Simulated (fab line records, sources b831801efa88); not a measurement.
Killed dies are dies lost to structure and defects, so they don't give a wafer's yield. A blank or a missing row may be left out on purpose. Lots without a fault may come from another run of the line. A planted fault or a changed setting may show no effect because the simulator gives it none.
Chamber matching | flow gf180mcu | GF_V5_CMP_04 on cmp-02: 4 sister chambers
The step polishes SiO2. 4 wafers are shown with their chamber, then 7 later ones without.

WAFERS WITH THEIR CHAMBER
wafer  | chamber | motor_current_A (A)
L629.1 | 3       | 12.1
L638.1 | 1       | 11.2
L638.3 | 0       | 13.8
L637.5 | 2       | 12.9

WAFERS WITHOUT THEIR CHAMBER
wafer  | motor_current_A (A)
L637.6 | 13.2
L639.2 | 12.2
L639.5 | 13.3
L639.6 | 12.8
L641.1 | 12.6
L641.4 | 10.5
L641.5 | 13.5

WHICH CHAMBER EACH WENT THROUGH
wafer  | from the rows above     | in truth
L637.6 | can't be placed: 2 or 0 | 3
L639.2 | can't be placed: 3 or 2 | 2
L639.5 | can't be placed: 2 or 0 | 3
L639.6 | can't be placed: 2 or 3 | 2
L641.1 | can't be placed: 2 or 3 | 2
L641.4 | 1                       | 1
L641.5 | can't be placed: 0 or 2 | 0
Placed correctly: 1 of 7. Can't be placed from these rows: 6 (the true chamber is among the candidates in 4). Placed wrongly: 0.
How it was worked out, from the rows above alone: a wafer's distance from a chamber is the root of the sum, over the readings, of the square of ((its reading less the chamber's mean) divided by the reading's scatter). The wafer belongs to the nearest chamber; if the next one is less than 2 further off, it can't be placed. A chamber's mean is the mean of its shown wafers. The scatter: with one shown wafer a chamber, the root of the mean of the squares of how far each hidden wafer lies from its nearest shown one.
